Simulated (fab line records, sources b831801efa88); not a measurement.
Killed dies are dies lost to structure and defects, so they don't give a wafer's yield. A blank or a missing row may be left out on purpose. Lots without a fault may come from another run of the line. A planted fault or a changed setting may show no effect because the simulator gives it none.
A struck lot beside a sound one | flow sky130 | 14 steps out of a route of 708
Sound: wafers L519.1, L519.2, L519.6. Struck: wafers L531.2, L531.3, L531.4. The cause comes at the end.
At each step with rows: each side's tool, then ch and its chambers, then its first start. Under that, the readings that differ: sound wafers | struck wafers | difference of the means | sigmas: that difference in standard deviations of wafers without a fault.
alike: readings whose means differ by less than 2 such deviations, and words and numbers that are the same on both sides. not compared: withheld readings, readings that some wafer has no value for, bounds like >300 that may hide the same value, and numbers for which the record gives no deviation and whose values overlap.
The two part at a step that has a row with sigmas, a row that says differs or no value, or rows on one side only. Numbers that don't overlap but have no deviation are shown without sigmas and don't part them. A reading that every wafer of one side lacks parts them only if that side has two wafers or more.

SKY_LI_CONTACT_CD_MEAS_12: target cd 170 nm.
  sound on cd_sem-01, day 31 10:59; struck on cd_sem-01, day 34 13:50
  alike: cd_nm
SKY_LI_CONTACT_OVL_MEAS_13:
  sound on overlay-02, day 31 11:07; struck on overlay-02, day 34 13:56
  alike: LI_CONTACT_OVL
SKY_LI_CONTACT_ETCH_14: etches BARC in N2/H2, stops on SiO2, time 45.9 s, target depth 60 nm.
  sound on rie_diel-04 ch 1,2, day 31 11:09; struck on rie_diel-04 ch 0,2,3, day 34 13:58
  alike: drypump_motor_current_A, oes_product_au, throttle_valve_pct
  not compared: rf_hours_counter_h
SKY_LI_CONTACT_ETCH_15: etches PSG in C4F8/O2/Ar, stops on Si, target depth 600 nm.
  sound on rie_diel-04 ch 1,2, day 31 11:11; struck on rie_diel-04 ch 0,2,3, day 34 14:01
  alike: oes_product_au
SKY_LI_CONTACT_STRIP_16: strips in O2/N2.
  sound on plasma_asher-02 ch 0,1, day 31 11:16; struck on plasma_asher-03 ch 0,1, day 34 14:05
  alike: drypump_motor_current_A, oes_product_au, strip_time_to_endpoint_s
  not compared: rf_hours_counter_h
then, 2 steps without rows for these wafers: SKY_LI_CONTACT_CLEAN_17 (cleans in NMP, time 600 s); SKY_LI_CONTACT_PRE_CLEAN_18 (time 5.6 s).
SKY_LI_CONTACT_SPUTTER_19: material Ti, target thk 20 nm, time 106.37 s.
  sound on pvd_sputter-03, day 31 11:44; struck on pvd_sputter-01, day 34 14:23
  alike: throttle_valve_pct
SKY_LI_CONTACT_SPUTTER_20: material TiN, target thk 20 nm, time 80 s.
  sound on pvd_sputter-03, day 31 11:49; struck on pvd_sputter-01, day 34 14:28
  alike: throttle_valve_pct
then, 1 step without rows for these wafers: SKY_LI_CONTACT_CVD_21 (deposits W, target thk 400 nm, time 120.56 s).
SKY_LI_CONTACT_RS_MEAS_22: measures by four-point-probe.
  sound on film_metro-03, day 31 12:08; struck on film_metro-04, day 34 14:40
  alike: LI_CONTACT_W_RS
SKY_LI_CONTACT_THK_MEAS_23: measures by xrf.
  sound on film_metro-03, day 31 12:15; struck on film_metro-04, day 34 14:47
  alike: LI_CONTACT_W_THK
SKY_LI_CONTACT_CMP_24: polishes, stops on PSG, t overpolish 20 s, target thk 0 nm.
  sound on cmp-01 ch 0,3, day 31 12:22; struck on cmp-01 ch 0,2,3, day 34 14:50
  no value came back on the struck wafers for any of 5 readings (edge_zone_pressure_frac, head_pressure_psi (psi) and others); on the sound wafers edge_zone_pressure_frac reads 1.000 0.998 1.000
  reading                                       | sound           | struck            | difference | sigmas
  model.W_of_LI_CONTACT_CVD_21.thk_nm (nm)      | 0 0 0           | 401.3 399.7 402.9 | +401.3     |
  model.PSG_of_LI_CONTACT_HDPCVD_00.thk_nm (nm) | 588 589.2 589.7 | 592.5 592.9 593.4 | +4.0       |
-- the record jumps here: 15 days lie between the struck wafers' starts before and after (it left off in module LI_CONTACT and takes up again in module PAD_OPEN, whose first step shown is number 708 of the route) --
SKY_PAD_OPEN_PROBE_99:
  the record has rows for the struck wafers here (prober-01, day 49 20:20) and none for the sound ones

WHERE THEY PART
First at SKY_LI_CONTACT_CMP_24; last, within this record, at SKY_PAD_OPEN_PROBE_99.

WHY: what the simulator had put in
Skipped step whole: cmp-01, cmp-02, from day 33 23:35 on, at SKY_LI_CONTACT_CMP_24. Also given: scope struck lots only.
